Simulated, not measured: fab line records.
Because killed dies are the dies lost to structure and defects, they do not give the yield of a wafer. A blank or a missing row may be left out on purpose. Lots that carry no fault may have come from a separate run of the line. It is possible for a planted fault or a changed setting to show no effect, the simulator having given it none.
Code-filled problem report in 8D (eight disciplines) form | flow gf180mcu | the parts of the form that need people (team, actions taken, sign-off) are left out

== 1. THE ISSUE ==
Across 6 wafers from 2 lots, POLY_GATE_CVD_00_THK at GF_POLY_GATE_THK_MEAS_01 averages 165.6 nm, while fault-free wafers read 200.2 nm with a standard deviation of 2. That puts it -17 standard deviations away from the usual mean.
Seen first at day 11 05:55 on film-metro-03, wafer L906.1. Wafers with a number at this step in the record: 36, from 12 lots. The rule behind "out" and "out of limits": a value lying over 4 standard deviations away from the usual mean. The rest of the wafers with a number are treated as sound.

== 2. WHAT IT IS, AND WHAT IT ISN'T ==
question                    | is                     | is not
which readings at this step | POLY_GATE_CVD_00_THK   | -
which lots                  | L906, L907             | L896, L897, L899, L912, L913, L914, L915, L916, L917, L919
which wafers of those lots  | all that have a number | -
read on which gauges        | film-metro-03          | film-metro-01, film-metro-02
when                        | from day 11 05:55      | up to then (9 sound wafers); but 21 sound wafers of L912, L913, L914, L915, L916, L917, L919 came after

== 3. WHAT RULES OUT EACH SUSPECT ==
Counting: a tool at a process step up to the reading stays a suspect if it ran every lot that is out and no sound lot after the first of them.
- ruled out: the gauge at GF_POLY_GATE_THK_MEAS_01. All the wafers that are out were read on film-metro-03, but those of them that GF_POLY_GATE_ETCH_13 has rows for are out there too, on other tools.
- lpcvd-02 at GF_POLY_GATE_CVD_00 (deposits poly-Si, target thk 200 nm, time 1200 s): kept. It ran every lot that is out, first L906 (day 11 04:34), and no sound lot after that; its last sound lot up to then is L899 (day 9 04:01).
Remaining after the count: lpcvd-02 at GF_POLY_GATE_CVD_00.

== 4. THE CAUSE (what the simulator had put in) ==
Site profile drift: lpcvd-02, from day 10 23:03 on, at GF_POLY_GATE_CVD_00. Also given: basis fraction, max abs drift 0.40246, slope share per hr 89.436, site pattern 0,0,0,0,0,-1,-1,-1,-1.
Only this tool survived the counting.

== 5. THE EFFECT CHAIN, in route order ==
One row per reading whose mean, taken over the struck wafers that have a number, lies over 3 standard deviations from the usual. Readings are gone through only where the record gives a usual standard deviation; hours: the median, over the lots, of the time from a lot's start at the first step in this table giving one to that lot's start at this step; sigmas: the change measured in usual standard deviations.
hours | step                     | reading              | usual      | on struck wafers | change | sigmas
0     | GF_POLY_GATE_THK_MEAS_01 | POLY_GATE_CVD_00_THK | 200.2 nm   | 165.6            | -34.6  | -17
18    | GF_POLY_GATE_ETCH_13     | oes-product-au       | 0.984 a.u. | 0.868            | -0.116 | -17
Process steps it contains:
- GF_POLY_GATE_ETCH_13: etches poly-Si in HBr/Cl2, stops on SiO2, target depth 198.5 nm, time 72.55 s.
Later steps that measure or inspect, where all struck wafers having a row at the step show a number for every such reading and not one has moved that far: GF_SALICIDE_RS_MEAS_04.

== 6. HOW IT WOULD HAVE BEEN CAUGHT EARLIER ==
7 hours passed between the start of the fault at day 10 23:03 and the first reading out of limits at a measuring or inspecting step in this record, taken at day 11 05:55.
No tool reading at GF_POLY_GATE_CVD_00 that has a usual standard deviation in the record was out on any struck wafer, so an alarm limit of 4 standard deviations on those readings would not have fired.
Lots out: 2; of these, L907 started GF_POLY_GATE_CVD_00 on lpcvd-02 after day 11 05:55. Holding the tool at that time would have saved it.
